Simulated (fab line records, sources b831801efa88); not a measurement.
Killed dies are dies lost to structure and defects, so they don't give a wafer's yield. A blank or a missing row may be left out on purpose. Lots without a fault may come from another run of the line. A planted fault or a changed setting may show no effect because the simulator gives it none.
fab line records | flow gf180mcu | part 1 of 2: steps 1 to 28 of 40
record lots=5 wafers=15 last_day=33
route steps=602 shown HV_LDD@221 NSD@235 PSD@248
lots that met no fault: from a run of the same line without faults
start_h: hours from the record's first day to the start of the lot's first wafer shown | wait_h: hours since the lot's step before | " the same as in the row above | L1.1+2: a row that stands for several wafers | - no value, or no start given | * or withheld: withheld | < > ~ a bound
route shown NAME@n: a module of which the file shows steps, and the number in the route of the first | usual: mean/standard deviation of fault-free wafers | same: alike in all rows | chamber/n: place in a boat | sites: the reading at each site | _std_site: their standard deviation | _edge_site: outer sites' mean less inner sites' | radius_mm: how far each site lies from the wafer's centre | mask NAME#n: copy n | behind: the tool/chamber that last shaped the wafer | hold: why the lot was held/for how many hours/how that ended | device: the transistor (n, p or np) that didn't switch | end of line: the same wafers' tests at the end of the route | a step without rows: its recipe alone | killed: dies lost to structure and defects at the first sort, not the wafer's yield | map: a wafer's dies, x killed, . not, _ none there
set.NAME: the setting as run; set.NAME@STEP: as run at that earlier step | model.NAME: the simulator's own value behind a step, which no gauge read
lots at some steps of the route; a table a step, a row a wafer
services: from which hour (start_h, from the record's first day; less than 0 if before it) a tool's chamber was out of use, for how many hours, and why
## steps
# step GF_HV_LDD_DEVELOP_45
# recipe develop_time_s=60 dev_temp_c=23
# columns lot.wafer tool chamber start_h wait_h
L082.1+4+6 litho_track-01 0 338.74 0.1
L084.3+4+6 litho_track-01 0 353.29 0.1
L085.1+2+6 litho_track-04 0 364.24 0.1
L088.3+4+6 litho_track-01 0 387.03 0.1
L092.1+3+5 litho_track-02 0 422.92 0.1
# step GF_HV_LDD_CD_MEAS_46
# recipe target_cd_nm=400
# usual cd_nm=400.0/2.3
# columns lot.wafer tool chamber start_h wait_h cd_nm
L082.1 cd_sem-01 - 338.89 0.1 402.7
L082.4 " - " " 402.6
L082.6 " - " " 402.0
L084.3 cd_sem-02 - 353.43 0.1 397.2
L084.4 " - " " 397.9
L084.6 " - " " 398.9
L085.1 cd_sem-02 - 364.39 0.1 399.5
L085.2 " - " " 401.1
L085.6 " - " " 402.8
L088.3 cd_sem-02 - 387.17 0.1 396.7
L088.4 " - " " 399.0
L088.6 " - " " 397.9
L092.1 cd_sem-01 - 423.07 0.1 399.2
L092.3 " - " " 402.3
L092.5 " - " " 401.9
# step GF_HV_LDD_OVL_MEAS_47
# usual HV_LDD_03_OVL=-0.4/1.3
# columns lot.wafer tool chamber start_h wait_h HV_LDD_03_OVL[nm]
L082.1 overlay-01 - 339.01 0.1 0.3
L082.4 " - " " 0.1
L082.6 " - " " 0.0
L084.3 overlay-01 - 353.52 0.1 -1.0
L084.4 " - " " -0.3
L084.6 " - " " -1.8
L085.1 overlay-01 - 364.51 0.1 1.1
L085.2 " - " " 0.6
L085.6 " - " " 1.7
L088.3 overlay-01 - 387.27 0.1 1.1
L088.4 " - " " -1.8
L088.6 " - " " -1.3
L092.1 overlay-02 - 423.19 0.1 -2.9
L092.3 " - " " -3.6
L092.5 " - " " -0.9
# step GF_HV_LDD_IMPLANT_48
# recipe species=B energy_kev=25 dose_cm2=3e+13 tilt_deg=7
# columns lot.wafer tool chamber start_h wait_h
L082.1+4+6 implanter-02 0 339.04 0.0
L084.3+4+6 implanter-03 0 353.59 0.1
L085.1+2+6 implanter-03 0 364.55 0.0
L088.3+4+6 implanter-01 0 387.34 0.1
L092.1+3+5 implanter-02 0 423.22 0.0
# step GF_HV_LDD_STRIP_49
# recipe chemistry=O2/N2 power_w=1400 pressure_mtorr=1500 platen_temp_c=250 o2_flow_sccm=3000 n2_flow_sccm=300 overash_fraction=0.5
# usual drypump_motor_current_A=6.1/0.34 heater_power_w=339/24 oes_product_au=0.716/0.0045 strip_time_to_endpoint_s=12.63/0.039
# columns lot.wafer tool chamber start_h wait_h drypump_motor_current_A heater_power_w oes_product_au rf_hours_counter_h strip_time_to_endpoint_s
L082.1 plasma_asher-02 1 339.19 0.1 6.2 333 0.719 71 12.58
L082.4 " 0 " " 6.4 321 0.719 - 12.57
L082.6 " 1 " " 6.2 342 0.720 - 12.64
L084.3 plasma_asher-02 0 353.72 0.1 6.4 333 0.712 - 12.64
L084.4 " 1 " " 6.2 341 0.714 - 12.62
L084.6 " 1 " " 6.2 334 0.728 - 12.65
L085.1 plasma_asher-02 0 364.70 0.1 6.4 337 0.727 74 12.56
L085.2 " 1 " " 6.2 336 0.717 74 12.52
L085.6 " 1 " " 6.2 329 0.721 - 12.56
L088.3 plasma_asher-02 0 387.47 0.1 6.3 330 0.719 - 12.70
L088.4 " 1 " " 6.2 329 0.714 - 12.65
L088.6 " 1 " " 6.2 329 0.717 - 12.69
L092.1 plasma_asher-04 0 423.37 0.1 6.0 290 0.723 33 12.62
L092.3 " 1 " " 6.4 341 0.716 - 12.62
L092.5 " 0 " " 6.1 301 0.710 - 12.63
# step GF_HV_LDD_TW_MEAS_50
# usual HV_LDD_4_TW=573/5.3
# columns lot.wafer tool chamber start_h wait_h HV_LDD_4_TW
L082.1 film_metro-02 - 339.29 0.1 572
L082.4 " - " " 570
L082.6 " - " " 571
L084.3 film_metro-01 - 353.81 0.1 581
L084.4 " - " " 577
L084.6 " - " " 580
L085.1 film_metro-04 - 364.80 0.1 564
L085.2 " - " " 569
L085.6 " - " " 561
L088.3 film_metro-02 - 387.56 0.1 572
L088.4 " - " " 572
L088.6 " - " " 571
L092.1 film_metro-02 - 423.47 0.1 570
L092.3 " - " " 569
L092.5 " - " " 572
# step GF_HV_LDD_CLEAN_51
# recipe chemistry=SC1/SC2 mix=1:4:20 temp_c=70 time_s=150 dry=n2_spin
# usual temp_c=69.98/0.12
# same time_s=150
# columns lot.wafer tool chamber start_h wait_h temp_c
L082.1 wet_bench-03 0 339.35 0.1 69.84
L082.4 " 0 " " 69.75
L082.6 " 0 " " 69.71
L084.3 wet_bench-01 1 353.85 0.0 70.02
L084.4 " 1 " " 69.96
L084.6 " 1 " " 70.03
L085.1 wet_bench-04 3 364.86 0.1 70.02
L085.2 " 3 " " 69.99
L085.6 " 3 " " 70.07
L088.3 wet_bench-04 0 387.60 0.0 69.99
L088.4 " 0 " " 70.02
L088.6 " 0 " " 69.85
L092.1 wet_bench-04 2 423.53 0.1 70.05
L092.3 " 2 " " 70.05
L092.5 " 2 " " 70.09
# step GF_HV_LDD_RTA_52
# recipe temp_c=1000 time_s=10 ambient=N2
# usual lamp_power_pct=32.8/0.35 wafer_temp_C_max=1004.2/0.9
# same time_s=10
# columns lot.wafer tool chamber start_h wait_h lamp_power_pct wafer_temp_C_max
L082.1 rtp_anneal-01 0 339.41 0.0 32.4 1004.1
L082.4 " 0 " " 32.5 1005.8
L082.6 " 0 " " 32.5 1004.1
L084.3 rtp_anneal-02 0 353.93 0.0 33.3 1004.4
L084.4 " 0 " " 33.2 1003.9
L084.6 " 0 " " 33.1 1005.4
L085.1 rtp_anneal-02 0 364.91 0.0 33.2 1004.5
L085.2 " 0 " " 33.2 1002.9
L085.6 " 0 " " 33.2 1004.4
L088.3 rtp_anneal-01 0 387.68 0.0 32.5 1003.7
L088.4 " 0 " " 32.5 1004.5
L088.6 " 0 " " 32.5 1003.5
L092.1 rtp_anneal-02 0 423.58 0.0 33.2 1004.6
L092.3 " 0 " " 33.2 1004.9
L092.5 " 0 " " 33.2 1003.9
# step GF_HV_LDD_RS_MEAS_53
# recipe thk_meas_gauge=four-point-probe
# usual HV_LDD_RS=419.0/0.9
# columns lot.wafer tool chamber start_h wait_h HV_LDD_RS[ohm/sq]
L082.1 film_metro-02 - 339.47 0.1 418.8
L082.4 " - " " 419.7
L082.6 " - " " 418.1
L084.3 film_metro-02 - 354.01 0.1 419.2
L084.4 " - " " 418.1
L084.6 " - " " 419.5
L085.1 film_metro-02 - 364.97 0.1 418.7
L085.2 " - " " 419.1
L085.6 " - " " 418.5
L088.3 film_metro-01 - 387.77 0.1 422.0
L088.4 " - " " 421.0
L088.6 " - " " 419.6
L092.1 film_metro-02 - 423.65 0.1 417.4
L092.3 " - " " 415.9
L092.5 " - " " 416.4
# step GF_HV_LDD_CVD_54
# recipe material=SiO2 target_thk_nm=10 precursor=TEOS temp_c=680 time_s=75 pressure_mtorr=400
# usual spike_tc_upper_C=680.3/1.8 susceptor_temp_C=679.98/0.28 zone_power_lower_pct=10.1/1.5
# same time_s=75
# columns lot.wafer tool chamber start_h wait_h spike_tc_upper_C susceptor_temp_C zone_power_lower_pct
L082.1 lpcvd-02 0 339.59 0.1 680.4 679.97 9.8
L082.4 " 0 " " 680.2 680.29 9.8
L082.6 " 0 " " 680.0 680.83 9.7
L084.3 lpcvd-02 1 354.09 0.1 677.5 679.82 11.7
L084.4 " 1 " " 680.3 679.70 11.6
L084.6 " 1 " " 678.2 679.57 11.4
L085.1 lpcvd-01 1 365.09 0.1 680.9 679.76 11.9
L085.2 " 1 " " 678.5 679.83 11.8
L085.6 " 1 " " 677.4 679.26 11.9
L088.3 lpcvd-02 1 388.64 0.9 678.6 680.30 11.7
L088.4 " 1 " " 676.9 680.37 11.6
L088.6 " 1 " " 675.5 680.53 11.6
L092.1 lpcvd-01 0 423.77 0.1 683.2 679.76 7.9
L092.3 " 0 " " 682.7 680.26 7.9
L092.5 " 0 " " 681.8 679.71 8.0
# step GF_HV_LDD_THK_MEAS_55
# recipe reads=SiO2_of_HV_LDD_CVD_54
# usual HV_LDD_CVD_54_THK=10.00/0.15
# columns lot.wafer tool chamber start_h wait_h HV_LDD_CVD_54_THK[nm]
L082.1 film_metro-01 - 341.12 0.0 10.09
L082.4 " - " " 10.12
L082.6 " - " " 10.10
L084.3 film_metro-04 - 355.13 0.0 10.19
L084.4 " - " " 10.26
L084.6 " - " " 10.21
L085.1 film_metro-04 - 366.11 0.0 9.75
L085.2 " - " " 10.02
L085.6 " - " " 9.93
L088.3 film_metro-04 - 389.68 0.0 9.86
L088.4 " - " " 9.75
L088.6 " - " " 9.88
L092.1 film_metro-01 - 424.79 0.0 9.73
L092.3 " - " " 9.85
L092.5 " - " " 9.85
# step GF_HV_LDD_CVD_56
# recipe material=Si3N4 precursor=DCS/NH3 target_thk_nm=90 temp_c=770 time_s=1543 pressure_mtorr=250
# usual spike_tc_upper_C=769.7/1.8 susceptor_temp_C=769.9/0.31 zone_power_lower_pct=13.8/1.8
# same time_s=1543
# columns lot.wafer tool chamber start_h wait_h spike_tc_upper_C susceptor_temp_C zone_power_lower_pct
L082.1 lpcvd-01 1 341.18 0.1 769.4 769.8 14.9
L082.4 " 1 " " 768.6 769.9 15.2
L082.6 " 1 " " 770.1 769.6 15.0
L084.3 lpcvd-01 0 355.17 0.0 772.3 769.5 10.1
L084.4 " 0 " " 771.7 770.0 10.1
L084.6 " 0 " " 774.8 770.0 10.1
L085.1 lpcvd-01 1 366.17 0.1 769.5 770.9 14.9
L085.2 " 1 " " 769.4 770.6 15.0
L085.6 " 1 " " 770.9 770.1 15.2
L088.3 lpcvd-02 1 390.99 1.3 769.7 769.6 14.4
L088.4 " 1 " " 769.7 769.7 14.6
L088.6 " 1 " " 767.4 770.0 14.9
L092.1 lpcvd-02 1 424.85 0.1 769.6 770.1 14.9
L092.3 " 1 " " 767.7 769.8 14.5
L092.5 " 1 " " 767.6 769.7 14.4
# step GF_HV_LDD_THK_MEAS_57
# recipe reads=Si3N4_of_HV_LDD_CVD_56
# usual HV_LDD_CVD_56_THK=90.3/0.56
# columns lot.wafer tool chamber start_h wait_h HV_LDD_CVD_56_THK[nm]
L082.1 film_metro-01 - 342.61 0.0 90.9
L082.4 " - " " 89.8
L082.6 " - " " 90.4
L084.3 film_metro-02 - 356.62 0.0 90.6
L084.4 " - " " 90.1
L084.6 " - " " 90.5
L085.1 film_metro-01 - 367.60 0.0 90.1
L085.2 " - " " 90.4
L085.6 " - " " 89.5
L088.3 film_metro-04 - 392.44 0.0 91.0
L088.4 " - " " 89.7
L088.6 " - " " 90.2
L092.1 film_metro-01 - 426.28 0.0 90.7
L092.3 " - " " 90.7
L092.5 " - " " 90.4
# step GF_HV_LDD_ETCHBACK_58
# recipe chemistry=CH3F/O2 target=Si3N4 stop_on=SiO2 source_w=400 bias_w=80 pressure_mtorr=25 ch3f_flow_sccm=40 O2_flow_sccm=30 time_s=100 target_depth_a=900
# usual drypump_motor_current_A=5.7/0.5 oes_product_au=0.845/0.0052 throttle_valve_pct=10.560/0.01
# same time_s=100
# columns lot.wafer tool chamber start_h wait_h drypump_motor_current_A oes_product_au rf_hours_counter_h throttle_valve_pct
L082.1 rie_diel-02 1 342.67 0.1 5.5 0.852 10 10.576
L082.4 " 0 " " 6.2 0.842 8 10.555
L082.6 " 1 " " 5.6 0.843 - 10.545
L084.3 rie_diel-01 1 356.66 0.0 5.2 0.845 47 10.563
L084.4 " 2 " " 6.5 0.842 4 10.568
L084.6 " 2 " " 6.5 0.843 - 10.571
L085.1 rie_diel-04 1 367.66 0.1 5.0 0.842 8 10.577
L085.2 " 3 " " 6.3 0.845 4 10.555
L085.6 " 3 " " 6.4 0.843 - 10.568
L088.3 rie_diel-01 2 392.48 0.0 6.5 0.841 5 10.542
L088.4 " 0 " " 5.4 0.838 2 10.561
L088.6 " 1 " " 5.2 0.850 - 10.558
L092.1 rie_diel-02 3 426.34 0.1 6.2 0.850 4 10.557
L092.3 " 1 " " 5.5 0.849 13 10.564
L092.5 " 3 " " 6.2 0.843 - 10.557
# step GF_NSD_DEHYDRATE_00
# recipe temp_c=200 time_s=60
# usual plate_temp_C=200.02/0.16
# same time_s=60
# columns lot.wafer tool chamber start_h wait_h plate_temp_C
L082.1 litho_track-02 0 352.72 10.0 200.26
L082.4 " 0 " " 199.81
L082.6 " 0 " " 199.94
L084.3 litho_track-02 0 367.17 10.5 200.27
L084.4 " 0 " " 200.26
L084.6 " 0 " " 200.20
L085.1 litho_track-03 0 378.41 10.7 199.96
L085.2 " 0 " " 200.10
L085.6 " 0 " " 200.09
L088.3 litho_track-04 0 403.09 10.6 199.85
L088.4 " 0 " " 200.15
L088.6 " 0 " " 200.03
L092.1 litho_track-03 0 437.56 11.2 200.20
L092.3 " 0 " " 200.35
L092.5 " 0 " " 200.27
# step GF_NSD_HMDS_01
# recipe prime_time_s=60 prime_temp_c=120
# columns lot.wafer tool chamber start_h wait_h
L082.1+4+6 litho_track-02 0 352.87 0.1
L084.3+4+6 litho_track-02 0 367.32 0.1
L085.1+2+6 litho_track-03 0 378.56 0.1
L088.3+4+6 litho_track-04 0 403.24 0.1
L092.1+3+5 litho_track-03 0 437.71 0.1
# step GF_NSD_COAT_02
# recipe resist=NOVOLAK spin_rpm=3000 resist_thk_nm=1000
# columns lot.wafer tool chamber start_h wait_h
L082.1+4+6 litho_track-02 0 353.02 0.1
L084.3+4+6 litho_track-02 0 367.47 0.1
L085.1+2+6 litho_track-03 0 378.71 0.1
L088.3+4+6 litho_track-04 0 403.39 0.1
L092.1+3+5 litho_track-03 0 437.86 0.1
# step GF_NSD_SOFTBAKE_03
# recipe temp_c=90 time_s=60 resist=NOVOLAK
# usual plate_temp_C=90.01/0.13
# same time_s=60
# columns lot.wafer tool chamber start_h wait_h plate_temp_C
L082.1 litho_track-02 0 353.17 0.1 90.06
L082.4 " 0 " " 89.89
L082.6 " 0 " " 90.01
L084.3 litho_track-02 0 367.62 0.1 90.16
L084.4 " 0 " " 90.23
L084.6 " 0 " " 90.10
L085.1 litho_track-03 0 378.86 0.1 90.01
L085.2 " 0 " " 90.05
L085.6 " 0 " " 90.02
L088.3 litho_track-04 0 403.54 0.1 89.97
L088.4 " 0 " " 90.09
L088.6 " 0 " " 90.18
L092.1 litho_track-03 0 438.01 0.1 89.93
L092.3 " 0 " " 90.18
L092.5 " 0 " " 90.27
# step GF_NSD_EXPOSE_04
# recipe mask_id=Nplus target_cd_nm=400 na=0.6 source_shape=conventional sigma_outer=0.6 dose_mj=140
# columns lot.wafer tool chamber start_h wait_h mask
L082.1+4+6 iline_stepper-01 0 - - Nplus#0
L084.3+4+6 iline_stepper-01 0 - - Nplus#0
L085.1+2+6 iline_stepper-02 0 - - Nplus#0
L088.3+4+6 iline_stepper-01 0 - - Nplus#0
L092.1+3+5 iline_stepper-01 0 - - Nplus#0
# step GF_NSD_PEB_05
# recipe temp_c=withheld time_s=* resist=NOVOLAK
# same time_s=*
# columns lot.wafer tool chamber start_h wait_h
L082.1+4+6 litho_track-04 0 - -
L084.3+4+6 litho_track-04 0 - -
L085.1+2+6 litho_track-03 0 - -
L088.3+4+6 litho_track-03 0 - -
L092.1+3+5 litho_track-03 0 - -
# step GF_NSD_DEVELOP_06
# recipe develop_time_s=60 dev_temp_c=23
# columns lot.wafer tool chamber start_h wait_h
L082.1+4+6 litho_track-04 0 363.34 0.1
L084.3+4+6 litho_track-04 0 378.69 0.1
L085.1+2+6 litho_track-03 0 390.76 0.1
L088.3+4+6 litho_track-03 0 415.71 0.1
L092.1+3+5 litho_track-03 0 450.66 0.1
# step GF_NSD_CD_MEAS_07
# recipe target_cd_nm=400
# usual cd_nm=399.9/2
# columns lot.wafer tool chamber start_h wait_h cd_nm
L082.1 cd_sem-02 - 363.49 0.1 398.9
L082.4 " - " " 399.3
L082.6 " - " " 398.7
L084.3 cd_sem-02 - 378.83 0.1 400.9
L084.4 " - " " 402.9
L084.6 " - " " 402.3
L085.1 cd_sem-01 - 390.91 0.1 399.6
L085.2 " - " " 399.6
L085.6 " - " " 397.2
L088.3 cd_sem-02 - 415.85 0.1 398.2
L088.4 " - " " 395.3
L088.6 " - " " 398.5
L092.1 cd_sem-01 - 450.81 0.1 399.1
L092.3 " - " " 400.6
L092.5 " - " " 399.4
# step GF_NSD_OVL_MEAS_08
# usual NSD_OVL=1.1/1.2
# columns lot.wafer tool chamber start_h wait_h NSD_OVL[nm]
L082.1 overlay-01 - 363.61 0.1 0.6
L082.4 " - " " -0.3
L082.6 " - " " 0.9
L084.3 overlay-02 - 378.92 0.1 1.5
L084.4 " - " " 0.9
L084.6 " - " " 0.9
L085.1 overlay-01 - 391.03 0.1 1.8
L085.2 " - " " 1.1
L085.6 " - " " 0.7
L088.3 overlay-02 - 415.94 0.1 2.1
L088.4 " - " " 2.1
L088.6 " - " " 1.9
L092.1 overlay-01 - 450.93 0.1 -1.0
L092.3 " - " " 2.2
L092.5 " - " " 1.7
# step GF_NSD_IMPLANT_09
# recipe species=As energy_kev=60 dose_cm2=4e+15 tilt_deg=7
# columns lot.wafer tool chamber start_h wait_h
L082.1+4+6 implanter-04 0 363.65 0.0
L084.3+4+6 implanter-03 0 379.00 0.1
L085.1+2+6 implanter-03 0 391.07 0.0
L088.3+4+6 implanter-01 0 416.02 0.1
L092.1+3+5 implanter-03 0 450.97 0.0
# step GF_NSD_IMPLANT_10
# recipe species=P energy_kev=40 dose_cm2=5e+14 tilt_deg=7
# columns lot.wafer tool chamber start_h wait_h
L082.1+4+6 implanter-04 0 363.80 0.1
L084.3+4+6 implanter-03 0 379.15 0.1
L085.1+2+6 implanter-03 0 391.22 0.1
L088.3+4+6 implanter-01 0 416.17 0.1
L092.1+3+5 implanter-03 0 451.12 0.1
# step GF_NSD_STRIP_11
# recipe chemistry=O2/N2 power_w=1400 pressure_mtorr=1500 platen_temp_c=250 o2_flow_sccm=3000 n2_flow_sccm=300 overash_fraction=0.5
# usual drypump_motor_current_A=5.9/0.4 heater_power_w=359/35 oes_product_au=0.487/0.0049 strip_time_to_endpoint_s=22.96/0.038
# columns lot.wafer tool chamber start_h wait_h drypump_motor_current_A heater_power_w oes_product_au rf_hours_counter_h strip_time_to_endpoint_s
L082.1 plasma_asher-01 0 363.95 0.1 6.3 395 0.491 79 23.05
L082.4 " 0 " " 6.3 389 0.484 - 23.03
L082.6 " 0 " " 6.3 398 0.478 - 23.01
L084.3 plasma_asher-01 0 379.28 0.1 6.3 401 0.496 - 23.03
L084.4 " 1 " " 5.4 354 0.491 - 23.02
L084.6 " 1 " " 5.4 344 0.484 - 23.02
L085.1 plasma_asher-01 0 391.37 0.1 6.3 395 0.486 82 22.90
L085.2 " 1 " " 5.4 355 0.485 82 22.92
L085.6 " 0 " " 6.3 390 0.483 - 22.91
L088.3 plasma_asher-03 0 416.30 0.1 5.4 375 0.487 - 22.92
L088.4 " 1 " " 5.8 395 0.484 - 22.93
L088.6 " 1 " " 5.8 395 0.490 - 22.89
L092.1 plasma_asher-03 0 451.27 0.1 5.4 371 0.491 57 22.93
L092.3 " 0 " " 5.4 382 0.481 - 22.94
L092.5 " 0 " " 5.4 379 0.489 - 22.98
# step GF_NSD_TW_MEAS_12
# usual NSD_TW=4258/45
# columns lot.wafer tool chamber start_h wait_h NSD_TW
L082.1 film_metro-01 - 364.05 0.1 4347
L082.4 " - " " 4325
L082.6 " - " " 4352
L084.3 film_metro-04 - 379.37 0.1 4242
L084.4 " - " " 4250
L084.6 " - " " 4247
L085.1 film_metro-03 - 391.47 0.1 4211
L085.2 " - " " 4242
L085.6 " - " " 4251
L088.3 film_metro-03 - 416.39 0.1 4226
L088.4 " - " " 4219
L088.6 " - " " 4229
L092.1 film_metro-03 - 451.37 0.1 4243
L092.3 " - " " 4224
L092.5 " - " " 4207
# step GF_PSD_DEHYDRATE_00
# recipe temp_c=200 time_s=60
# usual plate_temp_C=200.04/0.16
# same time_s=60
# columns lot.wafer tool chamber start_h wait_h plate_temp_C
L082.1 litho_track-03 0 375.11 11.1 199.89
L082.4 " 0 " " 200.15
L082.6 " 0 " " 200.16
L084.3 litho_track-03 0 390.96 11.6 200.19
L084.4 " 0 " " 200.03
L084.6 " 0 " " 200.16
L085.1 litho_track-03 0 402.31 10.8 199.70
L085.2 " 0 " " 199.99
L085.6 " 0 " " 200.04
L088.3 litho_track-02 0 428.27 11.9 200.07
L088.4 " 0 " " 199.93
L088.6 " 0 " " 199.84
L092.1 litho_track-03 0 462.46 11.1 199.98
L092.3 " 0 " " 200.08
L092.5 " 0 " " 199.92
